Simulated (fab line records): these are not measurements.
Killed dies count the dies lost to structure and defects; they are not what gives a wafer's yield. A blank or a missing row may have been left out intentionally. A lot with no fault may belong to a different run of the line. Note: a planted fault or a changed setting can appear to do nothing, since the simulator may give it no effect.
fab line records	flow sfq_line
[record] lots = 7	wafers = 20	last_day = 80
route steps=325 shown I1@77 M2@88 I2@103 M3@118 M8@325
lots that met no fault: from a run of the same line without faults
start_h: hours from the record's first day to the start of the lot's first wafer shown	wait_h: hours from the lot's prior step to this one	" the same as in the row above	L1.1+2: a single row standing in for several wafers	- no value, or no start was given	* or withheld: withheld	< > ~ a bound
route shown NAME@n: names a module that has steps shown in the file, with the first one's number in the route	usual: the fault-free wafers' mean and standard deviation	same: alike in all rows	chamber/n: place in a boat	sites: the reading at each site	_std_site: the standard deviation of these	_edge_site: inner sites' mean taken away from outer sites' mean	radius_mm: how far each site lies from the wafer's centre	mask NAME#n: copy n	behind: the last tool/chamber to shape the wafer	hold: the reason the lot was held/the length of the hold in hours/how it ended	device: transistor that didn't switch, given as n, p or np	end of line: the tests these same wafers got at the end of their route	where a step has no rows: the recipe by itself	killed: count of dies lost to structure and defects at first sort (not the wafer's yield)	map: per-die view of a wafer (x killed, . not killed, _ where there is no die)
set.NAME: the setting the step ran with; set.NAME@STEP: the setting that earlier step ran with	model.NAME: the simulator's own value behind a step, which no gauge read
certain route steps with their lots: each step a table, each wafer a row
services: from which hour (start_h, from the record's first day; less than 0 if before it) a tool's chamber was out of use, for how many hours, and why
[[steps]]
[step SFQ_TRILAYER_I1_VIA_LITHO_COAT_054]
[recipe] resist = BARC	spin_rpm = 3000	resist_thk_nm = 62
[step SFQ_TRILAYER_I1_VIA_LITHO_COAT_049]
[recipe] resist = KrF	spin_rpm = 3000	resist_thk_nm = 650
[step SFQ_TRILAYER_I1_VIA_LITHO_SOFTBAKE_053]
[recipe] temp_c = withheld	time_s = withheld	resist = KrF
[step SFQ_TRILAYER_I1_VIA_LITHO_EXPOSE_050]
[recipe] mask_id = I1	na = 0.6	source_shape = conventional	sigma_outer = 0.65	target_cd_nm = 500	dose_mj = 21.3
[step SFQ_TRILAYER_I1_VIA_LITHO_PEB_052]
[recipe] peb_temp_c = 115	peb_time_s = 60	resist = KrF
[step SFQ_TRILAYER_I1_VIA_LITHO_DEVELOP_051]
[recipe] time_s = 60	resist = KrF
[step SFQ_I1_OVL_MEAS_913]
[usual] I1_OVL = 4/5.5
lot.wafer	tool	chamber	start_h	wait_h	I1_OVL[nm]
L535.2	overlay-02	-	552.40	0.1	17
L535.3	"	-	"	"	10
L535.4	"	-	"	"	17
L537.1	overlay-01	-	571.65	0.1	7
L537.2	"	-	"	"	9
L537.3	"	-	"	"	8
L541.2	overlay-01	-	587.72	0.1	0
L541.4	"	-	"	"	-2
L541.6	"	-	"	"	-8
L544.1	overlay-01	-	597.32	0.1	0
L544.4	"	-	"	"	-6
L544.5	"	-	"	"	-6
L547.1	overlay-02	-	603.32	0.1	4
L547.3	"	-	"	"	5
L548.1	overlay-01	-	604.52	0.1	12
L548.3	"	-	"	"	12
L548.4	"	-	"	"	4
L552.1	overlay-02	-	609.32	0.1	-3
L552.3	"	-	"	"	4
L552.6	"	-	"	"	7
[step SFQ_TRILAYER_I1_VIA_BARC_OPEN_VIA_ETCH_071]
[recipe] mask_material = PR	chemistry = O2	target_depth_nm = 125	target = BARC	source_w = 500	bias_w = 80	pressure_mtorr = 30	time_s = 41.7
[usual] bias_w = 80.02/0.25	chamber_pressure_mTorr = 30.000/0.028	drypump_motor_current_A = 5.7/0.58	oes_product_au = 0.685/0.0047
lot.wafer	tool	chamber	start_h	wait_h	bias_w	chamber_pressure_mTorr	drypump_motor_current_A	oes_product_au	rf_hours_counter_h
L535.2	rie_diel-01	0	552.43	0.0	79.79	29.969	6.5	0.687	4
L535.3	"	3	"	"	79.61	29.996	4.9	0.691	54
L535.4	"	2	"	"	79.75	30.027	5.2	0.690	5
L537.1	rie_diel-01	1	571.68	0.0	79.76	30.022	4.8	0.680	1
L537.2	"	0	"	"	80.18	29.997	6.6	0.692	4
L537.3	"	3	"	"	80.20	29.995	4.9	0.693	54
L541.2	rie_diel-03	3	587.75	0.0	80.07	29.984	5.0	0.691	2
L541.4	"	2	"	"	80.45	29.981	6.4	0.681	2
L541.6	"	3	"	"	80.15	29.995	5.0	0.681	-
L544.1	rie_diel-01	1	597.35	0.0	79.66	29.975	4.9	0.684	2
L544.4	"	2	"	"	80.15	29.968	5.2	0.694	6
L544.5	"	0	"	"	79.80	29.976	6.6	0.683	-
L547.1	rie_diel-04	3	603.35	0.0	80.17	30.025	5.6	0.686	9
L547.3	"	2	"	"	79.74	29.961	6.1	0.686	73
L548.1	rie_diel-03	0	604.55	0.0	79.95	29.973	6.4	0.687	16
L548.3	"	1	"	"	79.85	30.009	5.5	0.693	7
L548.4	"	3	"	"	80.04	29.981	5.0	0.683	2
L552.1	rie_diel-03	3	609.35	0.0	79.80	29.968	5.0	0.686	2
L552.3	"	0	"	"	80.15	29.985	6.5	0.685	16
L552.6	"	3	"	"	80.10	29.998	5.0	0.683	-
[step SFQ_TRILAYER_I1_VIA_ETCH_VIA_ETCH_052]
[recipe] target = SiO2	stop_on = Nb	mask_material = PR	taper_deg = 20	chemistry = CHF3	target_depth_nm = 260	source_w = 500	bias_w = 80	pressure_mtorr = 30	time_s = withheld
[step SFQ_TRILAYER_I1_VIA_STRIP_STRIP_053]
[recipe] gas = O2	power_w = 200	platen_temp_c = 40	overash_fraction = 0.65	chemistry = O2	pressure_mtorr = 50
[step SFQ_TRILAYER_I1_VIA_STRIP_SOLV_CLEAN_054]
[recipe] chemistry = NMP	temp_c = 70	time_s = 600
[step SFQ_TRILAYER_M2_DEP_PRE_CLEAN_056]
[recipe] gas = Ar	time_s = 22.5	bias_v = 250
[step SFQ_TRILAYER_M2_DEP_SPUTTER_055]
[recipe] material = Nb	base_pressure_pa = 1.33e-06	chamber_pressure_pa = 0.1333	substrate_temp_c = 20	resputter_cathode_voltage_v = 400	target_thk_nm = 200	power_w = 2000	time_s = 133.3
[usual] chamber_pressure_pa = 0.13333/0.00027	throttle_valve_pct = 30.5/1.4
lot.wafer	tool	chamber	start_h	wait_h	chamber_pressure_pa	throttle_valve_pct	model.Nb_of_TRILAYER_M2_DEP_SPUTTER_055.thk_nm
L535.2	pvd_sputter-03	-	553.40	0.0	0.1334	28.3	195.8
L535.3	"	-	"	"	0.1334	28.1	196.8
L535.4	"	-	"	"	0.13382	32.3	198.4
L537.1	pvd_sputter-05	-	572.64	0.0	0.13305	30.3	198
L537.2	"	-	"	"	0.13314	29.9	198.2
L537.3	"	-	"	"	0.13302	28.9	200.4
L541.2	pvd_sputter-05	-	588.71	0.0	0.13349	29.9	197.9
L541.4	"	-	"	"	0.13341	32.7	196.4
L541.6	"	-	"	"	0.13358	32.6	153.9
L544.1	pvd_sputter-05	-	598.33	0.0	0.13342	32.4	154.5
L544.4	"	-	"	"	0.13305	30.1	197
L544.5	"	-	"	"	0.13361	28.8	196.9
L547.1	pvd_sputter-05	-	604.33	0.0	0.13318	29.7	154.8
L547.3	"	-	"	"	0.13344	33.0	197.3
L548.1	pvd_sputter-04	-	605.51	0.0	0.13328	31.2	197.5
L548.3	"	-	"	"	0.13335	31.6	197.7
L548.4	"	-	"	"	0.13307	30.4	201.4
L552.1	pvd_sputter-03	-	610.33	0.0	0.13254	30.7	198.7
L552.3	"	-	"	"	0.13365	32.2	198
L552.6	"	-	"	"	0.13353	32.3	199.1
[step SFQ_M2_RS_MEAS_914]
[recipe] thk_meas_gauge = four-point-probe	reads = Nb_of_TRILAYER_M2_DEP_SPUTTER_055
[usual] M2_NB_RS = 0.898/0.0089
lot.wafer	tool	chamber	start_h	wait_h	M2_NB_RS[ohm/sq]
L535.2	film_metro-02	-	553.51	0.1	0.906
L535.3	"	-	"	"	0.903
L535.4	"	-	"	"	0.894
L537.1	film_metro-03	-	572.73	0.0	0.897
L537.2	"	-	"	"	0.898
L537.3	"	-	"	"	0.887
L541.2	film_metro-02	-	588.82	0.1	0.899
L541.4	"	-	"	"	0.905
L541.6	"	-	"	"	1.160
L544.1	film_metro-03	-	598.42	0.0	1.154
L544.4	"	-	"	"	0.902
L544.5	"	-	"	"	0.904
L547.1	film_metro-02	-	604.42	0.0	1.151
L547.3	"	-	"	"	0.902
L548.1	film_metro-04	-	605.60	0.0	0.900
L548.3	"	-	"	"	0.898
L548.4	"	-	"	"	0.883
L552.1	film_metro-04	-	610.42	0.0	0.895
L552.3	"	-	"	"	0.899
L552.6	"	-	"	"	0.894
[step SFQ_TRILAYER_M2_LITHO_COAT_062]
[recipe] resist = BARC	spin_rpm = 3000	resist_thk_nm = 62
[step SFQ_TRILAYER_M2_LITHO_COAT_057]
[recipe] resist = KrF	spin_rpm = 3000	resist_thk_nm = 600
[step SFQ_TRILAYER_M2_LITHO_SOFTBAKE_061]
[recipe] temp_c = withheld	time_s = withheld	resist = KrF
[step SFQ_TRILAYER_M2_LITHO_EXPOSE_058]
[recipe] mask_id = M2	na = 0.6	source_shape = conventional	sigma_outer = 0.65	target_cd_nm = 500	dose_mj = 14.4
[step SFQ_TRILAYER_M2_LITHO_PEB_060]
[recipe] peb_temp_c = 115	peb_time_s = 60	resist = KrF
[step SFQ_TRILAYER_M2_LITHO_DEVELOP_059]
[recipe] time_s = 60	resist = KrF
[step SFQ_M2_OVL_MEAS_916]
[usual] M2_OVL = -1/4.9
lot.wafer	tool	chamber	start_h	wait_h	M2_OVL[nm]
L535.2	overlay-02	-	693.83	0.1	-5
L535.3	"	-	"	"	-2
L535.4	"	-	"	"	-7
L537.1	overlay-01	-	710.62	0.1	2
L537.2	"	-	"	"	6
L537.3	"	-	"	"	-1
L541.2	overlay-02	-	727.43	0.1	7
L541.4	"	-	"	"	1
L541.6	"	-	"	"	0
L544.1	overlay-02	-	736.86	0.1	2
L544.4	"	-	"	"	-2
L544.5	"	-	"	"	0
L547.1	overlay-01	-	744.34	0.1	1
L547.3	"	-	"	"	-4
L548.1	overlay-02	-	745.54	0.1	-2
L548.3	"	-	"	"	-1
L548.4	"	-	"	"	0
L552.1	overlay-02	-	750.34	0.1	-1
L552.3	"	-	"	"	-3
L552.6	"	-	"	"	-5
[step SFQ_TRILAYER_M2_BARC_OPEN_METAL_ETCH_077]
[recipe] mask_material = PR	chemistry = O2	target_depth_nm = 125	target = BARC	icp_w = 600	bias_w = 80	pressure_mtorr = 10	time_s = 41.7
[usual] bias_w = 79.97/0.21	chamber_pressure_mTorr = 10.000/0.01	drypump_motor_current_A = 5.92/0.3	oes_product_au = 0.684/0.0046
lot.wafer	tool	chamber	start_h	wait_h	bias_w	chamber_pressure_mTorr	drypump_motor_current_A	oes_product_au	rf_hours_counter_h
L535.2	rie_metal-01	1	693.86	0.0	79.51	9.984	5.75	0.690	156
L535.3	"	0	"	"	80.05	10.006	5.77	0.685	-
L535.4	"	1	"	"	79.53	10.027	5.74	0.689	-
L537.1	rie_metal-04	0	710.66	0.0	79.95	10.001	6.33	0.695	12
L537.2	"	1	"	"	80.43	9.987	5.67	0.676	111
L537.3	"	1	"	"	80.11	10.009	5.67	0.684	-
L541.2	rie_metal-03	1	727.46	0.0	80.20	10.005	6.28	0.685	93
L541.4	"	1	"	"	79.88	10.005	6.30	0.685	-
L541.6	"	1	"	"	79.86	9.999	6.32	0.686	-
L544.1	rie_metal-01	0	736.90	0.0	79.60	10.010	5.81	0.692	127
L544.4	"	0	"	"	79.72	10.011	5.82	0.681	-
L544.5	"	0	"	"	79.62	10.009	5.79	0.685	-
L547.1	rie_metal-01	1	744.38	0.0	80.00	9.993	5.71	0.687	164
L547.3	"	0	"	"	79.71	10.001	5.80	0.685	-
L548.1	rie_metal-04	1	745.58	0.0	79.99	9.995	5.72	0.680	117
L548.3	"	1	"	"	79.88	10.006	5.69	0.686	-
L548.4	"	0	"	"	79.54	9.990	6.34	0.694	-
L552.1	rie_metal-03	0	750.38	0.0	80.39	9.988	5.55	0.678	130
L552.3	"	0	"	"	79.97	10.012	5.56	0.679	-
L552.6	"	0	"	"	80.25	9.995	5.55	0.686	-
[step SFQ_TRILAYER_M2_ETCH_METAL_ETCH_060]
[recipe] target = Nb	stop_on = SiO2	mask_material = PR	chemistry = Cl2/Ar	target_depth_nm = 240	icp_w = 600	bias_w = 80	pressure_mtorr = 10	time_s = 120
[usual] bias_w = 79.98/0.23	chamber_pressure_mTorr = 10.000/0.0098	drypump_motor_current_A = 5.92/0.29	oes_product_au = 0.888/0.0069
lot.wafer	tool	chamber	start_h	wait_h	bias_w	chamber_pressure_mTorr	drypump_motor_current_A	oes_product_au	rf_hours_counter_h
L535.2	rie_metal-01	1	693.92	0.0	79.85	10.002	5.74	0.884	156
L535.3	"	0	"	"	80.16	9.988	5.81	0.877	-
L535.4	"	1	"	"	80.16	10.000	5.79	0.889	-
L537.1	rie_metal-04	0	710.72	0.0	80.19	9.983	6.34	0.880	12
L537.2	"	1	"	"	79.55	9.992	5.71	0.894	111
L537.3	"	1	"	"	79.48	9.993	5.71	0.895	-
L541.2	rie_metal-03	1	727.52	0.0	80.16	9.996	6.30	0.893	93
L541.4	"	1	"	"	80.10	10.006	6.32	0.884	-
L541.6	"	1	"	"	79.90	10.008	6.30	0.781	-
L544.1	rie_metal-01	0	736.96	0.0	79.67	10.008	5.77	0.775	127
L544.4	"	0	"	"	79.86	9.996	5.79	0.884	-
L544.5	"	0	"	"	79.86	10.000	5.75	0.888	-
L547.1	rie_metal-01	1	744.44	0.0	80.34	9.998	5.74	0.784	164
L547.3	"	0	"	"	80.05	10.001	5.77	0.891	-
L548.1	rie_metal-04	1	745.64	0.0	79.76	10.001	5.73	0.884	117
L548.3	"	1	"	"	80.16	9.998	5.75	0.896	-
L548.4	"	0	"	"	79.53	9.992	6.33	0.898	-
L552.1	rie_metal-03	0	750.44	0.0	79.98	9.979	5.55	0.892	130
L552.3	"	0	"	"	80.20	9.998	5.57	0.889	-
L552.6	"	0	"	"	80.07	10.006	5.55	0.896	-
[step SFQ_TRILAYER_M2_STRIP_STRIP_061]
[recipe] gas = O2	power_w = 200	platen_temp_c = 40	overash_fraction = 0.65	chemistry = O2	pressure_mtorr = 50
[step SFQ_TRILAYER_M2_STRIP_SOLV_CLEAN_062]
[recipe] chemistry = NMP	temp_c = 70	time_s = 600
[step SFQ_TRILAYER_I2_DEP_PECVD_063]
[recipe] material = SiO2	temp_c = 150	time_s = 111.11	pressure_torr = 2.4	rf_w = 183.3	precursor = SiH4/N2O	target_thk_nm = 500
[usual] heater_power_w = 81/8.8	showerhead_vpp_V = 834/41	throttle_valve_pct = 24.7/1.9
lot.wafer	tool	chamber	start_h	wait_h	heater_power_w	showerhead_vpp_V	since_wet_clean_h	throttle_valve_pct
L535.2	pecvd-02	2	694.82	0.0	72	902	1240	25.1
L535.3	"	0	"	"	78	821	1240	26.6
L535.4	"	2	"	"	59	895	-	24.9
L537.1	pecvd-03	1	711.62	0.0	79	808	134	22.1
L537.2	"	2	"	"	77	839	134	22.5
L537.3	"	0	"	"	81	813	134	23.2
L541.2	pecvd-04	0	728.42	0.0	94	909	890	23.2
L541.4	"	2	"	"	92	764	-	23.6
L541.6	"	0	"	"	99	914	-	23.3
L544.1	pecvd-04	0	737.86	0.0	85	915	899	23.3
L544.4	"	0	"	"	89	916	-	23.6
L544.5	"	2	"	"	75	753	-	23.8
L547.1	pecvd-04	0	745.34	0.0	87	907	907	23.4
L547.3	"	2	"	"	91	770	907	23.6
L548.1	pecvd-03	2	746.54	0.0	91	836	169	22.6
L548.3	"	1	"	"	85	796	169	22.2
L548.4	"	2	"	"	77	840	-	22.9
L552.1	pecvd-02	2	751.34	0.0	72	895	1296	24.9
L552.3	"	0	"	"	88	829	1296	26.3
L552.6	"	2	"	"	73	884	-	25.0
[step SFQ_TRILAYER_I2_CMP_CMP_064]
[recipe] material = SiO2	down_force_psi = 3	platen_rpm = 60	pad_velocity_m_s = 0.94248
[step SFQ_I2_BOW_MEAS_917]
[recipe] mode = bow
[usual] I2_BOW = 2/9.2
lot.wafer	tool	chamber	start_h	wait_h	I2_BOW[um]
L535.2	film_metro-02	-	699.71	1.5	-4
L535.3	"	-	"	"	-4
L535.4	"	-	"	"	1
L537.1	film_metro-03	-	716.49	1.0	16
L537.2	"	-	"	"	12
L537.3	"	-	"	"	11
L541.2	film_metro-02	-	731.51	2.0	4
L541.4	"	-	"	"	-13
L541.6	"	-	"	"	-1
L544.1	film_metro-03	-	742.29	1.5	7
L544.4	"	-	"	"	5
L544.5	"	-	"	"	0
L547.1	film_metro-01	-	748.42	2.5	-15
L547.3	"	-	"	"	-10
L548.1	film_metro-02	-	750.22	2.5	18
L548.3	"	-	"	"	13
L548.4	"	-	"	"	11
L552.1	film_metro-03	-	759.17	1.0	8
L552.3	"	-	"	"	-2
L552.6	"	-	"	"	9
[step SFQ_TRILAYER_I2_METRO_MEASURE_065]
[usual] thk_nm = 200.2/1.1
lot.wafer	tool	chamber	start_h	wait_h	thk_nm
L535.2	film_metro-02	-	700.01	0.3	201.2
L535.3	"	-	"	"	200.5
L535.4	"	-	"	"	201.9
L537.1	film_metro-03	-	716.61	0.1	198.7
L537.2	"	-	"	"	198.9
L537.3	"	-	"	"	200.6
L541.2	film_metro-02	-	731.81	0.3	200.0
L541.4	"	-	"	"	200.6
L541.6	"	-	"	"	201.2
L544.1	film_metro-03	-	742.41	0.1	198.4
L544.4	"	-	"	"	198.5
L544.5	"	-	"	"	198.9
L547.1	film_metro-01	-	748.54	0.1	200.4
L547.3	"	-	"	"	199.9
L548.1	film_metro-02	-	750.34	0.1	200.5
L548.3	"	-	"	"	199.0
L548.4	"	-	"	"	199.8
L552.1	film_metro-03	-	759.29	0.1	198.8
L552.3	"	-	"	"	199.6
L552.6	"	-	"	"	199.9
[step SFQ_TRILAYER_I2_VIA_LITHO_COAT_072]
[recipe] resist = BARC	spin_rpm = 3000	resist_thk_nm = 62
[step SFQ_TRILAYER_I2_VIA_LITHO_COAT_067]
[recipe] resist = KrF	spin_rpm = 3000	resist_thk_nm = 650
[step SFQ_TRILAYER_I2_VIA_LITHO_SOFTBAKE_071]
[recipe] temp_c = withheld	time_s = withheld	resist = KrF
[step SFQ_TRILAYER_I2_VIA_LITHO_EXPOSE_068]
[recipe] mask_id = I2	na = 0.6	source_shape = conventional	sigma_outer = 0.65	target_cd_nm = 500	dose_mj = 21.3
[step SFQ_TRILAYER_I2_VIA_LITHO_PEB_070]
[recipe] peb_temp_c = 115	peb_time_s = 60	resist = KrF
[step SFQ_TRILAYER_I2_VIA_LITHO_DEVELOP_069]
[recipe] time_s = 60	resist = KrF
[step SFQ_I2_OVL_MEAS_918]
[usual] I2_OVL = 1/5.2
lot.wafer	tool	chamber	start_h	wait_h	I2_OVL[nm]
L535.2	overlay-02	-	703.34	0.1	3
L535.3	"	-	"	"	4
L535.4	"	-	"	"	6
L537.1	overlay-01	-	720.06	0.1	2
L537.2	"	-	"	"	0
L537.3	"	-	"	"	5
L541.2	overlay-02	-	891.05	0.1	9
L541.4	"	-	"	"	3
L541.6	"	-	"	"	4
L544.1	overlay-02	-	903.05	0.1	12
L544.4	"	-	"	"	8
L544.5	"	-	"	"	7
L547.1	overlay-01	-	907.85	0.1	-7
L547.3	"	-	"	"	-10
L548.1	overlay-01	-	909.05	0.1	1
L548.3	"	-	"	"	4
L548.4	"	-	"	"	4
L552.1	overlay-01	-	915.05	0.1	2
L552.3	"	-	"	"	0
L552.6	"	-	"	"	-4
[step SFQ_TRILAYER_I2_VIA_BARC_OPEN_VIA_ETCH_096]
[recipe] mask_material = PR	chemistry = O2	target_depth_nm = 125	target = BARC	source_w = 500	bias_w = 80	pressure_mtorr = 30	time_s = 41.7
[step SFQ_TRILAYER_I2_VIA_ETCH_VIA_ETCH_070]
[recipe] target = SiO2	stop_on = Nb	mask_material = PR	taper_deg = 20	chemistry = CHF3	target_depth_nm = 260	source_w = 500	bias_w = 80	pressure_mtorr = 30	time_s = withheld
[step SFQ_TRILAYER_I2_VIA_STRIP_STRIP_071]
[recipe] gas = O2	power_w = 200	platen_temp_c = 40	overash_fraction = 0.65	chemistry = O2	pressure_mtorr = 50
[usual] chamber_pressure_mTorr = 50.00/0.052	drypump_motor_current_A = 5.9/0.47	oes_product_au = 1.002/0.01
lot.wafer	tool	chamber	start_h	wait_h	chamber_pressure_mTorr	drypump_motor_current_A	oes_product_au	rf_hours_counter_h
L535.2	rie_metal-04	0	703.52	-	50.08	6.3	1.010	11
L535.3	"	0	"	"	49.97	6.3	1.011	-
L535.4	"	1	"	"	49.93	5.7	1.002	-
L537.1	rie_metal-03	0	720.25	-	49.93	5.6	0.999	125
L537.2	"	0	"	"	50.00	5.5	1.003	-
L537.3	"	0	"	"	49.96	5.5	1.005	-
L541.2	rie_metal-03	1	891.44	-	50.01	6.3	1.006	-
L541.4	"	1	"	"	49.96	6.3	1.012	-
L541.6	"	1	"	"	49.96	6.3	1.008	-
L544.1	rie_metal-03	1	903.24	-	49.99	6.3	1.001	125
L544.4	"	0	"	"	50.02	5.6	1.000	-
L544.5	"	1	"	"	49.92	6.3	1.015	-
L547.1	rie_metal-03	0	908.04	-	49.94	5.6	0.983	1
L547.3	"	1	"	"	49.98	6.3	0.997	-
L548.1	rie_metal-04	1	909.24	-	49.94	5.7	1.015	145
L548.3	"	0	"	"	49.96	6.3	1.009	-
L548.4	"	1	"	"	49.99	5.7	1.023	-
L552.1	rie_metal-03	1	915.24	-	50.01	6.3	1.000	127
L552.3	"	1	"	"	50.06	6.3	1.001	-
L552.6	"	0	"	"	50.03	5.5	0.990	-
[step SFQ_TRILAYER_I2_VIA_STRIP_SOLV_CLEAN_072]
[recipe] chemistry = NMP	temp_c = 70	time_s = 600
[step SFQ_TRILAYER_M3_DEP_PRE_CLEAN_074]
[recipe] gas = Ar	time_s = 22.5	bias_v = 250
[step SFQ_M8_BOW_MEAS_951]
[recipe] mode = bow
[usual] M8_BOW = 7/12
lot.wafer	tool	chamber	start_h	wait_h	M8_BOW[um]	model.etest.m2.ohm_um	model.etest.i1.link_ohm	model.etest.m2.ohm_sq	model.etest.i2.link_ohm
L535.2	film_metro-02	-	1630.02	0.0	3	1.819	1.989	0.9083	1.977
L535.3	"	-	"	"	5	1.804	1.981	0.9035	1.979
L535.4	"	-	"	"	8	1.794	1.982	0.8962	1.969
L537.1	film_metro-02	-	1676.74	0.0	18	1.804	1.974	0.8984	1.979
L537.2	"	-	"	"	14	1.785	1.986	0.8974	1.978
L537.3	"	-	"	"	12	1.765	1.958	0.8874	1.974
L541.2	film_metro-03	-	1776.65	0.0	7	1.802	1.978	0.8985	1.979
L541.4	"	-	"	"	-9	1.813	1.983	0.9053	1.981
L541.6	"	-	"	"	1	2.312	2.29	1.156	2.229
L544.1	film_metro-02	-	1789.23	0.0	-2	2.311	2.285	1.151	2.238
L544.4	"	-	"	"	-4	1.812	2.002	0.9026	1.998
L544.5	"	-	"	"	-10	1.816	1.989	0.9032	1.992
L547.1	film_metro-02	-	1907.10	0.0	-2	2.293	2.266	1.149	2.245
L547.3	"	-	"	"	4	1.812	1.971	0.9015	1.98
L548.1	film_metro-03	-	1911.90	0.0	8	1.799	1.998	0.9002	1.972
L548.3	"	-	"	"	3	1.791	1.987	0.8994	1.967
L548.4	"	-	"	"	0	1.773	1.957	0.8831	1.964
L552.1	film_metro-01	-	1926.42	0.0	21	1.787	1.986	0.8951	1.963
L552.3	"	-	"	"	11	1.801	1.974	0.8984	1.963
L552.6	"	-	"	"	22	1.792	1.979	0.8932	1.961
[[services]]
tool	chamber	start_h	hours	kind
rie_metal-03	1	531.38	1.5	repair
rie_metal-01	-	533.91	2.8	pm
film_metro-02	-	541.72	0.4	pm
pvd_sputter-05	-	547.27	9.0	repair
film_metro-03	-	557.71	3.3	pm
rie_metal-01	-	572.83	2.1	repair
rie_metal-04	0	585.07	8.9	repair
film_metro-03	-	591.11	3.0	repair
rie_diel-01	-	601.46	15.6	pm
rie_metal-04	-	603.92	14.6	pm
rie_diel-01	3	618.92	11.1	repair
rie_diel-01	0	622.59	3.7	repair
rie_diel-01	2	623.73	4.0	repair
rie_metal-01	-	652.68	4.0	pm
rie_metal-04	-	670.93	1.4	pm
rie_metal-01	0	679.05	3.2	repair
rie_metal-03	1	718.17	6.1	repair
rie_metal-04	-	779.35	2.8	pm
pvd_sputter-05	-	785.78	5.2	repair
rie_metal-03	1	792.92	1.7	repair
rie_metal-04	1	806.48	1.3	repair
rie_metal-04	0	813.30	3.0	repair
rie_metal-03	-	828.91	2.8	pm
pvd_sputter-05	-	908.62	4.8	repair
[[key]]
[first_sign] step = SFQ_M2_RS_MEAS_914	reading = M2_NB_RS	direction = up	sigmas = 29	usual = 0.898	struck = 1.155
[effect] step = SFQ_TRILAYER_M2_ETCH_METAL_ETCH_060	reading = oes_product_au	direction = down	sigmas = 16	usual = 0.888	struck = 0.780
[model_effect] step = SFQ_TRILAYER_M2_DEP_SPUTTER_055	value = Nb_of_TRILAYER_M2_DEP_SPUTTER_055.thk_nm	without = 197.7	struck = 154.4
[model_effect] step = SFQ_M8_BOW_MEAS_951	value = etest.m2.ohm_um	without = 1.8	struck = 2.305
met_at SFQ_TRILAYER_M2_DEP_SPUTTER_055
struck_wafers L541.6,L544.1,L547.1
onset_between 572.64 588.71
[fault] kind = process_parameter_drift	tool = pvd_sputter-05	chamber = -	onset_h = 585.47	steps = SFQ_TRILAYER_M2_DEP_SPUTTER_055	channel = target_thk_nm	offset = -43.342	shape = step	end_h = 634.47	scope = struck_wafers_only	acts_in = these_recipes_only	stated = 200
